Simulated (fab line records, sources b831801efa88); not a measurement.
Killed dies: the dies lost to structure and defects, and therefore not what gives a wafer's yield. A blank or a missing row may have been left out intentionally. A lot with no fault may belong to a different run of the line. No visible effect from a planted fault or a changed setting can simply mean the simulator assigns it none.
Which of the tools did it? ; flow gf180mcu ; 14 lots with 40 wafers sampled at 5 steps, on a route of 602 steps

## WHAT EACH GAUGE READ, for each wafer
GF_POLY_GATE_CD_MEAS_10: target cd 280 nm.
lot;measured;on;cdNm (nm)
L337;day 9 03:08;cdSem-01;281.3 279.9 280.0
L338;day 9 12:05;cdSem-02;279.1 280.5 279.4
L339;day 10 05:24;cdSem-01;279.5 279.2 280.2
L342;day 10 18:17;cdSem-02;278.5 277.6
L344;day 11 10:28;cdSem-02;283.3 282.1
L350;day 13 02:03;cdSem-01;280.4 280.0 279.2
L352;day 13 14:25;cdSem-01;279.1 278.8 278.5
L353;day 13 21:33;cdSem-01;282.2 281.5 281.4
L355;day 14 19:09;cdSem-01;279.4 279.7 279.5
L354;day 14 19:16;cdSem-02;278.9 280.3 279.7
L356;day 14 23:36;cdSem-01;280.8 280.5 281.2
L357;day 15 06:53;cdSem-02;280.0 280.8 279.8
L358;day 15 10:40;cdSem-01;281.5 280.6 280.9
L359;day 15 16:19;cdSem-02;280.6 280.3 280.0

GF_SAB_THK_MEAS_01.
lot;measured;on;SAB_CVD_00_THK (nm)
L337;day 14 03:59;filmMetro-01;51.2 50.5 51.6
L338;day 14 13:20;filmMetro-04;49.8 49.8 50.5
L339;day 15 08:22;filmMetro-01;49.9 49.7 50.5
L342;day 16 00:55;filmMetro-01;56.0 49.8
L344;day 16 20:22;filmMetro-01;56.2 48.9
L350;day 18 21:08;filmMetro-02;49.9 50.4 50.2
L352;day 19 11:07;filmMetro-02;49.8 50.1 50.4
L353;day 20 01:38;filmMetro-01;49.7 50.3 50.3
L355;day 20 20:04;filmMetro-04;49.8 50.0 51.3
L354;day 20 22:47;filmMetro-04;50.0 50.8 51.0
L356;day 21 03:10;filmMetro-02;48.6 49.0 49.4
L357;day 21 10:04;filmMetro-04;49.1 50.4 49.3
L358;day 21 15:01;filmMetro-04;49.6 50.7 50.4
L359;day 21 20:49;filmMetro-04;49.5 51.1 50.3

GF_M1_RS_MEAS_05: the measuring method here is four-point-probe.
lot;measured;on;M1_ALCU_RS (ohm/sq)
L337;day 16 01:22;filmMetro-03;0.0697 0.0696 0.0691
L338;day 16 10:56;filmMetro-02;0.0685 0.0686 0.0685
L339;day 17 15:11;filmMetro-04;0.0690 0.0684 0.0689
L342;day 18 01:51;filmMetro-04;0.0695 0.0694
L344;day 18 23:06;filmMetro-02;0.0690 0.0691
L350;day 21 01:22;filmMetro-02;0.0684 0.0689 0.0686
L352;day 21 15:04;filmMetro-04;0.0700 0.0697 0.0697
L353;day 22 05:12;filmMetro-02;0.0699 0.0708 0.0699
L355;day 23 11:25;filmMetro-03;0.0702 0.0705 0.0703
L354;day 23 12:12;filmMetro-04;0.0695 0.0697 0.0696
L356;day 23 13:11;filmMetro-02;0.0696 0.0695 0.0690
L357;day 23 15:38;filmMetro-04;0.0697 0.0698 0.0693
L358;day 23 17:10;filmMetro-03;0.0700 0.0692 0.0692
L359;day 23 18:21;filmMetro-02;0.0708 0.0704 0.0702

## EACH LOT AND THE TOOL THAT RAN IT (in order: tool; ch and the chambers of the sampled wafers; start)
lot;GF_SAB_CVD_00;GF_M1_SPUTTER_01
L337;pecvd-02 ch 0,1,2, day 14 03:57;pvdSputter-03, day 16 01:11
L338;pecvd-01 ch 0,2, day 14 13:17;pvdSputter-03, day 16 10:46
L339;pecvd-02 ch 1,2, day 15 08:20;pvdSputter-01, day 17 15:02
L342;pecvd-02 ch 2, day 16 00:53;pvdSputter-03, day 18 01:43
L344;pecvd-02 ch 0,2, day 16 20:20;pvdSputter-01, day 18 22:58
L350;pecvd-01 ch 0,1,2, day 18 21:06;pvdSputter-03, day 21 01:13
L352;pecvd-01 ch 0,1,2, day 19 11:05;pvdSputter-02, day 21 14:54
L353;pecvd-02 ch 0,1,2, day 20 01:36;pvdSputter-01, day 22 05:02
L355;pecvd-03 ch 1,2, day 20 20:03;pvdSputter-03, day 23 11:17
L354;pecvd-03 ch 0,1,2, day 20 22:45;pvdSputter-03, day 23 12:04
L356;pecvd-02 ch 0,1,2, day 21 03:09;pvdSputter-02, day 23 13:04
L357;pecvd-02 ch 1,2, day 21 10:02;pvdSputter-02, day 23 15:30
L358;pecvd-01 ch 1,2, day 21 14:59;pvdSputter-01, day 23 17:02
L359;pecvd-02 ch 0,1,2, day 21 20:47;pvdSputter-01, day 23 18:14
- GF_SAB_CVD_00: deposits SiO2 from TEOS, target thk 50 nm, time 4.9302 s.
- GF_M1_SPUTTER_01: material TiN, target thk 30 nm, time 25 s.

## AS READ BY THE TOOLS THEMSELVES (means over the sampled wafers that have a number; for cases with no such wafer, the mark the record gives instead)
GF_SAB_CVD_00.
lot;tool;heaterPowerW (W);rfFwdPowerW (W)
L337;pecvd-02;694;589
L338;pecvd-01;644;586
L339;pecvd-02;753;588
L342;pecvd-02;810;590
L344;pecvd-02;632;589
L350;pecvd-01;673;585
L352;pecvd-01;715;586
L353;pecvd-02;732;592
L355;pecvd-03;697;588
L354;pecvd-03;719;585
L356;pecvd-02;687;591
L357;pecvd-02;722;589
L358;pecvd-01;726;586
L359;pecvd-02;689;589

GF_M1_SPUTTER_01.
lot;tool;throttleValvePct (%)
L337;pvdSputter-03;29.1
L338;pvdSputter-03;30.1
L339;pvdSputter-01;28.7
L342;pvdSputter-03;28.4
L344;pvdSputter-01;28.8
L350;pvdSputter-03;29.3
L352;pvdSputter-02;30.7
L353;pvdSputter-01;30.0
L355;pvdSputter-03;30.0
L354;pvdSputter-03;29.3
L356;pvdSputter-02;30.1
L357;pvdSputter-02;31.7
L358;pvdSputter-01;28.9
L359;pvdSputter-01;29.6

## THE ANSWER, worked out from the rows above alone
Rule: the usual values come from the lots themselves. Put in order of their means at a reading, lots are off if they are a third of the lots or fewer, leave a main group of 4 or more, and stand apart from it by a gap of 3 or more times the standard deviation of the main group's means; of several such gaps the widest counts. A main group whose means are all the same, to the digits that the tables above print for the reading, isn't used. A lot without any number at a reading at which 4 lots or more have one is off too. The other lots that the step has rows for count as sound. The gauges are gone through in route order, then the tools' own readings, and for those a lot's mean is taken as printed above. At the first step where some lot is off, the reading lying furthest off is the one used; lots without a number count as furthest.
No lot is off on any of the readings shown, so nothing can be concluded from this.

## WHAT THE SIMULATOR HAD PUT IN
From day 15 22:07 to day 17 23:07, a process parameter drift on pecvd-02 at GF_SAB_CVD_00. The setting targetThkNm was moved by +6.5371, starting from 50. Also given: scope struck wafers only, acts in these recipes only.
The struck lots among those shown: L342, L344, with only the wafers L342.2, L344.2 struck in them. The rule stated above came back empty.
